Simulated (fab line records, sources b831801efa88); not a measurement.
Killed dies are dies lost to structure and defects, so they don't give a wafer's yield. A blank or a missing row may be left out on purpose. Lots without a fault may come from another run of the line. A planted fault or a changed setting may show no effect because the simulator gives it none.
Which tool did it? | flow gf180mcu | 13 lots, 39 wafers sampled, at 4 steps of a route of 602

WHAT THE GAUGES READ, wafer by wafer
GF_CONTACT_OVL_MEAS_15. Usual: CONTACT_OVL -4 nm, standard deviation 5.2.
lot  | measured     | on         | CONTACT_OVL (nm) | flag
L551 | day 16 09:52 | overlay-02 | -12 0 -6         |
L552 | day 16 14:37 | overlay-02 | 4 1 -4           |
L556 | day 18 07:23 | overlay-01 | -7 -11 -5        |
L563 | day 20 21:37 | overlay-01 | -2 1 -2          |
L565 | day 21 18:03 | overlay-01 | -6 -2 3          |
L566 | day 21 20:40 | overlay-01 | 0 2 -1           |
L567 | day 22 03:13 | overlay-01 | -6 0 -4          |
L568 | day 22 12:25 | overlay-01 | -5 -2 -1         |
L569 | day 22 22:16 | overlay-02 | -7 -11 -6        |
L570 | day 23 08:17 | overlay-01 | -1 -2 1          |
L571 | day 23 12:58 | overlay-01 | -4 -11 0         |
L572 | day 23 23:16 | overlay-02 | -9 -9 -6         |
L573 | day 24 09:50 | overlay-01 | -14 -17 -17      |

WHICH TOOL RAN EACH LOT (tool, then ch and the chambers of the sampled wafers, then the start)
lot  | GF_VT_IMPLANT_STRIP_20               | GF_VT_IMPLANT_EXPOSE_37             | GF_SALICIDE_RTA_08
L551 | plasma_asher-03 ch 0,1, day 6 12:25  | iline_stepper-02 ch 0, day 7 11:55  | rtp_anneal-01 ch 0, day 15 12:14
L552 | plasma_asher-03 ch 0,1, day 6 17:31  | iline_stepper-01 ch 0, day 7 16:43  | rtp_anneal-01 ch 0, day 15 16:52
L556 | plasma_asher-03 ch 0,1, day 7 20:28  | iline_stepper-01 ch 0, day 8 21:14  | rtp_anneal-01 ch 0, day 17 07:37
L563 | plasma_asher-03 ch 0,1, day 9 18:07  | iline_stepper-01 ch 0, day 10 21:13 | rtp_anneal-02 ch 0, day 19 20:36
L565 | plasma_asher-03 ch 0,1, day 10 05:23 | iline_stepper-02 ch 0, day 11 09:13 | rtp_anneal-01 ch 0, day 20 17:35
L566 | plasma_asher-03 ch 0,1, day 10 10:46 | iline_stepper-01 ch 0, day 11 14:24 | rtp_anneal-01 ch 0, day 20 19:53
L567 | plasma_asher-04 ch 0,1, day 10 16:19 | iline_stepper-01 ch 0, day 11 20:41 | rtp_anneal-02 ch 0, day 21 02:37
L568 | plasma_asher-04 ch 0,1, day 11 00:49 | iline_stepper-02 ch 0, day 12 05:07 | rtp_anneal-01 ch 0, day 21 12:31
L569 | plasma_asher-04 ch 0,1, day 11 07:42 | iline_stepper-01 ch 0, day 12 13:01 | rtp_anneal-02 ch 0, day 21 22:08
L570 | plasma_asher-03 ch 0,1, day 11 11:45 | iline_stepper-01 ch 0, day 12 17:14 | rtp_anneal-02 ch 0, day 22 07:55
L571 | plasma_asher-02 ch 1, day 11 17:28   | iline_stepper-01 ch 0, day 12 22:42 | rtp_anneal-02 ch 0, day 22 12:54
L572 | plasma_asher-03 ch 0,1, day 12 00:17 | iline_stepper-02 ch 0, day 13 06:03 | rtp_anneal-02 ch 0, day 23 00:08
L573 | plasma_asher-03 ch 1, day 12 09:02   | iline_stepper-01 ch 0, day 13 15:13 | rtp_anneal-02 ch 0, day 23 11:11
- GF_VT_IMPLANT_STRIP_20: strips in O2/N2.
- GF_VT_IMPLANT_EXPOSE_37: exposes mask Nwell HV AREA, target cd 860 nm.
- GF_SALICIDE_RTA_08: time 30 s.

WHAT THE TOOLS THEMSELVES READ (means of the sampled wafers that have a number; where no wafer has one, the mark that the record gives instead)
GF_VT_IMPLANT_STRIP_20. Usual: drypump_motor_current_A 5.42 A, standard deviation 0.22; heater_power_w 301 W, standard deviation 21; oes_product_au 0.716 a.u., standard deviation 0.0049; strip_time_to_endpoint_s 12.63 s, standard deviation 0.038.
lot  | tool            | drypump_motor_current_A (A) | heater_power_w (W) | oes_product_au (a.u.) | strip_time_to_endpoint_s (s) | flag
L551 | plasma_asher-03 | 5.52                        | 300                | 0.717                 | 12.67                        |
L552 | plasma_asher-03 | 5.53                        | 297                | 0.713                 | 12.59                        |
L556 | plasma_asher-03 | 5.54                        | 299                | 0.719                 | 12.68                        |
L563 | plasma_asher-03 | 5.55                        | 301                | 0.720                 | 12.65                        |
L565 | plasma_asher-03 | 5.53                        | 302                | 0.716                 | 12.63                        |
L566 | plasma_asher-03 | 5.54                        | 299                | 0.716                 | 12.61                        |
L567 | plasma_asher-04 | 5.06                        | 324                | 0.718                 | 12.66                        |
L568 | plasma_asher-04 | 5.00                        | 330                | 0.719                 | 12.67                        |
L569 | plasma_asher-04 | 5.05                        | 323                | 0.719                 | 12.67                        |
L570 | plasma_asher-03 | 5.53                        | 305                | 0.718                 | 12.64                        |
L571 | plasma_asher-02 | 5.35                        | 312                | 0.719                 | 12.59                        |
L572 | plasma_asher-03 | 5.53                        | 302                | 0.713                 | 12.59                        |
L573 | plasma_asher-03 | 5.52                        | 310                | 0.711                 | 12.66                        |

GF_SALICIDE_RTA_08. Usual: lamp_power_pct 17.48 %, standard deviation 0.12; wafer_temp_C_max 803.0, standard deviation 0.7.
lot  | tool          | lamp_power_pct (%) | wafer_temp_C_max | flag
L551 | rtp_anneal-01 | 17.64              | 803.0            |
L552 | rtp_anneal-01 | 17.63              | 802.8            |
L556 | rtp_anneal-01 | 17.61              | 802.7            |
L563 | rtp_anneal-02 | 17.39              | 803.3            |
L565 | rtp_anneal-01 | 17.63              | 802.7            |
L566 | rtp_anneal-01 | 17.63              | 802.9            |
L567 | rtp_anneal-02 | 17.40              | 802.5            |
L568 | rtp_anneal-01 | 17.62              | 803.0            |
L569 | rtp_anneal-02 | 17.38              | 803.9            |
L570 | rtp_anneal-02 | 17.38              | 803.8            |
L571 | rtp_anneal-02 | 17.39              | 803.5            |
L572 | rtp_anneal-02 | 17.37              | 803.5            |
L573 | rtp_anneal-02 | 17.40              | 802.4            |

THE ANSWER, worked out from the rows above alone
Rule: a lot is off if the mean of its wafers that have a number lies more than 3 standard deviations from the usual mean. A lot without any number at a reading at which 4 lots or more have one is off too. The other lots that the step has rows for count as sound. The gauges are gone through in route order, then the tools' own readings, and for those a lot's mean is taken as printed above. The first step at which some lot is off is used, and at that step the reading that is off furthest; a lot without a number counts as furthest.
No lot is off at any reading shown: from this, nothing can be told.

WHAT THE SIMULATOR HAD PUT IN
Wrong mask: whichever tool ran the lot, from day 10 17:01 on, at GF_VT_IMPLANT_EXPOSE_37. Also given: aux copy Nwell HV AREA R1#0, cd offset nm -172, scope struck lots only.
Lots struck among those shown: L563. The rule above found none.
